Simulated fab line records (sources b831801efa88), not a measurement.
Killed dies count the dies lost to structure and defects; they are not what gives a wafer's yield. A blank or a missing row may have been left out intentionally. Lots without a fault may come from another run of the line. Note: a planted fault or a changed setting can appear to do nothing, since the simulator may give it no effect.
The tool behind it: which one? / flow sky130 / 12 lots, 36 wafers sampled, at 6 steps of a route of 708

== WHAT THE GAUGES READ, wafer by wafer ==
SKY_POLY_GATE_OVL_MEAS_14.
lot=L468; measured=day 16 01:41; on=overlay-01; POLY_GATE_OVL (nm)=-8 -2 2
lot=L469; measured=day 16 16:23; on=overlay-02; POLY_GATE_OVL (nm)=-7 2 -2
lot=L472; measured=day 18 00:05; on=overlay-01; POLY_GATE_OVL (nm)=1 7 8
lot=L473; measured=day 18 09:44; on=overlay-02; POLY_GATE_OVL (nm)=1 6 13
lot=L474; measured=day 18 17:42; on=overlay-02; POLY_GATE_OVL (nm)=12 8 11
lot=L475; measured=day 18 19:58; on=overlay-02; POLY_GATE_OVL (nm)=-4 -4 -7
lot=L477; measured=day 19 14:24; on=overlay-01; POLY_GATE_OVL (nm)=-13 6 -2
lot=L478; measured=day 20 13:40; on=overlay-02; POLY_GATE_OVL (nm)=-6 4 -3
lot=L481; measured=day 21 10:16; on=overlay-01; POLY_GATE_OVL (nm)=-3 1 3
lot=L486; measured=day 23 02:43; on=overlay-01; POLY_GATE_OVL (nm)=-4 -1 -3
lot=L488; measured=day 23 18:28; on=overlay-02; POLY_GATE_OVL (nm)=5 -9 1
lot=L489; measured=day 23 21:55; on=overlay-01; POLY_GATE_OVL (nm)=0 -11 -7

SKY_SD_P_OVL_MEAS_08.
lot=L468; measured=day 25 02:44; on=overlay-01; SD_P_OVL (nm)=-2.5 -1.7 -1.6
lot=L469; measured=day 25 19:14; on=overlay-01; SD_P_OVL (nm)=0.0 -0.4 -0.2
lot=L472; measured=day 26 21:40; on=overlay-01; SD_P_OVL (nm)=-0.5 -3.1 -1.0
lot=L473; measured=day 27 09:50; on=overlay-01; SD_P_OVL (nm)=1.8 -0.4 -0.1
lot=L474; measured=day 27 18:03; on=overlay-01; SD_P_OVL (nm)=2.7 1.7 2.6
lot=L475; measured=day 28 12:06; on=overlay-01; SD_P_OVL (nm)=-0.3 -1.0 0.3
lot=L477; measured=day 28 15:02; on=overlay-02; SD_P_OVL (nm)=0.0 0.0 1.5
lot=L478; measured=day 29 10:24; on=overlay-01; SD_P_OVL (nm)=-3.3 -1.7 -2.5
lot=L481; measured=day 30 05:25; on=overlay-02; SD_P_OVL (nm)=-0.7 -1.9 -0.5
lot=L486; measured=day 31 20:00; on=overlay-01; SD_P_OVL (nm)=-3.6 -0.3 -2.7
lot=L488; measured=day 32 06:28; on=overlay-01; SD_P_OVL (nm)=-0.7 0.5 -1.4
lot=L489; measured=day 32 10:48; on=overlay-02; SD_P_OVL (nm)=1.8 1.1 1.0

SKY_SD_N_RS_MEAS_17: the measuring method here is four-point-probe.
lot=L468; measured=day 27 12:24; on=film_metro-01; SD_P_RS (ohm/sq)=146.7 147.4 147.0
lot=L469; measured=day 28 05:22; on=film_metro-01; SD_P_RS (ohm/sq)=147.1 146.9 147.0
lot=L472; measured=day 29 08:25; on=film_metro-04; SD_P_RS (ohm/sq)=146.8 146.9 146.2
lot=L473; measured=day 29 19:45; on=film_metro-01; SD_P_RS (ohm/sq)=146.7 146.7 147.2
lot=L474; measured=day 30 03:54; on=film_metro-04; SD_P_RS (ohm/sq)=147.3 147.3 147.7
lot=L475; measured=day 30 21:17; on=film_metro-01; SD_P_RS (ohm/sq)=147.2 147.3 147.4
lot=L477; measured=day 31 01:37; on=film_metro-02; SD_P_RS (ohm/sq)=149.3 149.4 149.3
lot=L478; measured=day 31 19:34; on=film_metro-04; SD_P_RS (ohm/sq)=146.5 147.0 146.4
lot=L481; measured=day 32 13:55; on=film_metro-01; SD_P_RS (ohm/sq)=148.7 148.7 148.5
lot=L486; measured=day 34 02:44; on=film_metro-01; SD_P_RS (ohm/sq)=147.4 146.9 147.4
lot=L488; measured=day 34 12:45; on=film_metro-01; SD_P_RS (ohm/sq)=146.8 146.4 146.7
lot=L489; measured=day 34 16:52; on=film_metro-02; SD_P_RS (ohm/sq)=148.0 147.9 147.7

SKY_SD_N_RS_MEAS_18: the measuring method here is four-point-probe.
lot=L468; measured=day 27 12:31; on=film_metro-01; RES_XHIGH_RS (ohm/sq)=331.8 331.5 332.0
lot=L469; measured=day 28 05:29; on=film_metro-01; RES_XHIGH_RS (ohm/sq)=332.8 331.5 332.0
lot=L472; measured=day 29 08:32; on=film_metro-04; RES_XHIGH_RS (ohm/sq)=333.7 333.5 334.1
lot=L473; measured=day 29 19:52; on=film_metro-01; RES_XHIGH_RS (ohm/sq)=336.3 335.9 334.6
lot=L474; measured=day 30 04:01; on=film_metro-04; RES_XHIGH_RS (ohm/sq)=330.9 332.3 332.1
lot=L475; measured=day 30 21:24; on=film_metro-01; RES_XHIGH_RS (ohm/sq)=332.9 333.4 332.9
lot=L477; measured=day 31 01:44; on=film_metro-02; RES_XHIGH_RS (ohm/sq)=331.7 332.0 333.2
lot=L478; measured=day 31 19:41; on=film_metro-04; RES_XHIGH_RS (ohm/sq)=332.7 332.3 332.7
lot=L481; measured=day 32 14:02; on=film_metro-01; RES_XHIGH_RS (ohm/sq)=332.7 333.4 331.6
lot=L486; measured=day 34 02:52; on=film_metro-01; RES_XHIGH_RS (ohm/sq)=334.2 333.6 334.5
lot=L488; measured=day 34 12:52; on=film_metro-01; RES_XHIGH_RS (ohm/sq)=333.9 332.4 333.0
lot=L489; measured=day 34 16:59; on=film_metro-02; RES_XHIGH_RS (ohm/sq)=332.7 331.8 331.8

== WHICH TOOL RAN EACH LOT (tool, then ch and the chambers of the sampled wafers, then the start) ==
lot=L468; SKY_SD_P_IMPLANT_09=implanter-04 ch 0, day 25 02:47; SKY_SD_P_STRIP_10=plasma_asher-02 ch 0,1, day 25 02:56
lot=L469; SKY_SD_P_IMPLANT_09=implanter-04 ch 0, day 25 19:17; SKY_SD_P_STRIP_10=plasma_asher-02 ch 0,1, day 25 19:25
lot=L472; SKY_SD_P_IMPLANT_09=implanter-02 ch 0, day 26 22:00; SKY_SD_P_STRIP_10=plasma_asher-04 ch 0,1, day 26 22:08
lot=L473; SKY_SD_P_IMPLANT_09=implanter-03 ch 0, day 27 09:52; SKY_SD_P_STRIP_10=plasma_asher-02 ch 0,1, day 27 10:01
lot=L474; SKY_SD_P_IMPLANT_09=implanter-04 ch 0, day 27 18:06; SKY_SD_P_STRIP_10=plasma_asher-03 ch 0,1, day 27 18:14
lot=L475; SKY_SD_P_IMPLANT_09=implanter-04 ch 0, day 28 12:11; SKY_SD_P_STRIP_10=plasma_asher-02 ch 0,1, day 28 12:18
lot=L477; SKY_SD_P_IMPLANT_09=implanter-04 ch 0, day 28 15:06; SKY_SD_P_STRIP_10=plasma_asher-02 ch 0,1, day 28 15:16
lot=L478; SKY_SD_P_IMPLANT_09=implanter-03 ch 0, day 29 10:29; SKY_SD_P_STRIP_10=plasma_asher-02 ch 0,1, day 29 10:37
lot=L481; SKY_SD_P_IMPLANT_09=implanter-04 ch 0, day 30 05:26; SKY_SD_P_STRIP_10=plasma_asher-04 ch 0,1, day 30 05:35
lot=L486; SKY_SD_P_IMPLANT_09=implanter-02 ch 0, day 31 20:05; SKY_SD_P_STRIP_10=plasma_asher-03 ch 0,1, day 31 20:13
lot=L488; SKY_SD_P_IMPLANT_09=implanter-03 ch 0, day 32 06:29; SKY_SD_P_STRIP_10=plasma_asher-02 ch 0,1, day 32 06:38
lot=L489; SKY_SD_P_IMPLANT_09=implanter-02 ch 0, day 32 10:52; SKY_SD_P_STRIP_10=plasma_asher-04 ch 0,1, day 32 11:01
- SKY_SD_P_IMPLANT_09
- SKY_SD_P_STRIP_10: strips in O2/N2.

== AS READ BY THE TOOLS THEMSELVES (means over the sampled wafers that have a number; for cases with no such wafer, the mark the record gives instead) ==
SKY_SD_P_IMPLANT_09.
lot=L468 tool=implanter-04 beam_energy_keV=19.994
lot=L469 tool=implanter-04 beam_energy_keV=19.999
lot=L472 tool=implanter-02 beam_energy_keV=20.002
lot=L473 tool=implanter-03 beam_energy_keV=19.997
lot=L474 tool=implanter-04 beam_energy_keV=20.007
lot=L475 tool=implanter-04 beam_energy_keV=20.010
lot=L477 tool=implanter-04 beam_energy_keV=19.306
lot=L478 tool=implanter-03 beam_energy_keV=19.993
lot=L481 tool=implanter-04 beam_energy_keV=19.308
lot=L486 tool=implanter-02 beam_energy_keV=20.000
lot=L488 tool=implanter-03 beam_energy_keV=19.992
lot=L489 tool=implanter-02 beam_energy_keV=19.999

SKY_SD_P_STRIP_10.
lot=L468; tool=plasma_asher-02; drypump_motor_current_A (A)=5.5; oes_product_au (a.u.)=0.614; strip_time_to_endpoint_s (s)=17.51
lot=L469; tool=plasma_asher-02; drypump_motor_current_A (A)=5.6; oes_product_au (a.u.)=0.614; strip_time_to_endpoint_s (s)=17.48
lot=L472; tool=plasma_asher-04; drypump_motor_current_A (A)=5.3; oes_product_au (a.u.)=0.614; strip_time_to_endpoint_s (s)=17.56
lot=L473; tool=plasma_asher-02; drypump_motor_current_A (A)=5.3; oes_product_au (a.u.)=0.622; strip_time_to_endpoint_s (s)=17.49
lot=L474; tool=plasma_asher-03; drypump_motor_current_A (A)=5.6; oes_product_au (a.u.)=0.620; strip_time_to_endpoint_s (s)=17.44
lot=L475; tool=plasma_asher-02; drypump_motor_current_A (A)=5.3; oes_product_au (a.u.)=0.616; strip_time_to_endpoint_s (s)=17.48
lot=L477; tool=plasma_asher-02; drypump_motor_current_A (A)=5.5; oes_product_au (a.u.)=0.617; strip_time_to_endpoint_s (s)=17.38
lot=L478; tool=plasma_asher-02; drypump_motor_current_A (A)=5.4; oes_product_au (a.u.)=0.617; strip_time_to_endpoint_s (s)=17.46
lot=L481; tool=plasma_asher-04; drypump_motor_current_A (A)=5.3; oes_product_au (a.u.)=0.622; strip_time_to_endpoint_s (s)=17.43
lot=L486; tool=plasma_asher-03; drypump_motor_current_A (A)=5.4; oes_product_au (a.u.)=0.618; strip_time_to_endpoint_s (s)=17.54
lot=L488; tool=plasma_asher-02; drypump_motor_current_A (A)=5.5; oes_product_au (a.u.)=0.619; strip_time_to_endpoint_s (s)=17.48
lot=L489; tool=plasma_asher-04; drypump_motor_current_A (A)=5.7; oes_product_au (a.u.)=0.618; strip_time_to_endpoint_s (s)=17.48

== THE ANSWER, worked out from the rows above alone ==
Rule: the usual values come from the lots themselves. Put in order of their means at a reading, lots are off if they are a third of the lots or fewer, leave a main group of 4 or more, and stand apart from it by a gap of 3 or more times the standard deviation of the main group's means; of several such gaps the widest counts. Not used: any main group whose means are identical at the precision the tables above print for the reading. Also off: a lot with no number at a reading for which 4 or more lots have one. Where the step has rows for the other lots, those lots are counted as sound. Order of review: gauges by route order, followed by the tools' own readings, for which a lot's mean as printed above is used. At the first step where some lot is off, the reading lying furthest off is the one used; lots without a number count as furthest.
Off, at SKY_SD_P_IMPLANT_09 on beam_energy_keV: L477, L481. The main group: mean 19.999, standard deviation 0.0056.
A tool fits if, at that step or a process step before it, it ran every lot that is off, and no sound lot after the first of them. One fits: implanter-04 at SKY_SD_P_IMPLANT_09. A fault onset in the window from L475 (day 28 12:11, its last sound lot) to L477 (day 28 15:06, its first lot off) fits.
The tool's own readings at SKY_SD_P_IMPLANT_09 bear it out: on the lots that are off they differ by more than 5 times the standard deviation of the sound lots' means. beam_energy_keV reads 19.307 there against 19.999 on the sound lots.

== WHAT WAS PUT IN BY THE SIMULATOR ==
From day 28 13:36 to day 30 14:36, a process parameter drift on implanter-04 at SKY_SD_P_IMPLANT_09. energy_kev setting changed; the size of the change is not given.
Lots struck among those shown: L477, L481. The rule above found the same.
